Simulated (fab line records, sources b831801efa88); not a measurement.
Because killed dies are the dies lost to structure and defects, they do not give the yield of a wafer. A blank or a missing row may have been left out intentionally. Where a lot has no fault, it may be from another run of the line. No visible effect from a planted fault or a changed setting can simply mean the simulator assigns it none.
Split-lot study	flow gf180mcu	23 wafers read across 5 lots, on a route 602 steps long

## THE SPLIT ITSELF
At GF_STI_CVD_03 (deposits Si3N4 from DCS/NH3, target thk 207.16 nm, time 3551 s), the setting timeS was moved away from the recipe's 3551 s on 15 of the 23 wafers read, by -5.7% to +9.0%. This setting was run at the recipe's value on the other wafers.

## FROM THE SPLIT TO THE READING: what the file shows between them, 4 steps
- GF_STI_THK_MEAS_04
- GF_STI_PEB_10: peb time 90 s (also split here: pebTempC)
- GF_STI_DEVELOP_11: develop time 60 s
- GF_STI_CD_MEAS_12: target cd 220 nm

## THE READING
oesProductAu, in a.u., at GF_STI_ETCH_13 (etches the open film in CHF3/O2, stops on Si, target depth 282.31 nm, time 112.9 s). A value of 0.829 a.u. with a standard deviation of 0.0058 a.u. is what fault-free wafers of this fab line usually give.

wafer	tool, chamber at the split	timeS as run, s	against the recipe	oesProductAu, a.u.	against lot-mates on the recipe
L075.1	-, -	3390	-4.5%	0.804	no lot-mate on the recipe
L075.2	-, -	3390	-4.5%	0.800	no lot-mate on the recipe
L075.3	-, -	3390	-4.5%	0.801	no lot-mate on the recipe
L075.5	-, -	3390	-4.5%	0.807	no lot-mate on the recipe
L075.6	-, -	3390	-4.5%	0.797	no lot-mate on the recipe
L077.2	-, -	3348	-5.7%	0.810	no lot-mate on the recipe
L077.3	-, -	3348	-5.7%	0.805	no lot-mate on the recipe
L077.4	-, -	3348	-5.7%	0.800	no lot-mate on the recipe
L077.5	-, -	3348	-5.7%	0.803	no lot-mate on the recipe
L077.6	-, -	3348	-5.7%	0.810	no lot-mate on the recipe
L080.1	lpcvd-01, 0	3551	recipe	0.843	-
L080.3	lpcvd-01, 0	3551	recipe	0.839	-
L080.6	lpcvd-01, 0	3551	recipe	0.838	-
L082.1	-, -	3870	+9.0%	0.864	no lot-mate on the recipe
L082.2	-, -	3870	+9.0%	0.862	no lot-mate on the recipe
L082.3	-, -	3870	+9.0%	0.875	no lot-mate on the recipe
L082.5	-, -	3870	+9.0%	0.861	no lot-mate on the recipe
L082.6	-, -	3870	+9.0%	0.875	no lot-mate on the recipe
L085.1	-, -	3551	recipe	0.842	-
L085.2	-, -	3551	recipe	0.838	-
L085.3	-, -	3551	recipe	0.821	-
L085.5	-, -	3551	recipe	0.836	-
L085.6	-, -	3551	recipe	0.838	-

THE FIT
A straight line over all 23 wafers: oesProductAu changes by +0.00451 a.u. for each +1% of timeS; r = +0.95; the points scatter about the line by 0.0081 a.u.
Too few moved wafers with a lot-mate on the recipe to fit a line net of each lot's own level.

## THE WHOLE CHAIN: every reading that the file lists as answering this split, in the file's order
step	what it does	reading	change (the file's fit)	r (the file's)
GF_STI_CVD_03	deposits Si3N4 from DCS/NH3, target thk 207.16 nm, time 3551 s	Si3N4_of_STI_CVD_03.thkNm (the simulator's own value, which no gauge read)	+2.03 nm for each +1% of the setting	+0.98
GF_STI_THK_MEAS_04		STI_CVD_03_THK	+2.03 for each +1% of the setting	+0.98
GF_STI_ETCH_13	etches the open film in CHF3/O2, stops on Si, target depth 282.31 nm, time 112.9 s	oesProductAu	+0.0045 a.u. for each +1% of the setting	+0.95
GF_STI_ETCH_13	etches the open film in CHF3/O2, stops on Si, target depth 282.31 nm, time 112.9 s	etch.depthNm (the simulator's own value, which no gauge read)	+1.75 nm for each +1% of the setting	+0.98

## FILE'S OWN FIT
oesProductAu changes by +0.0045 a.u. for each +1% of timeS, r = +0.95.
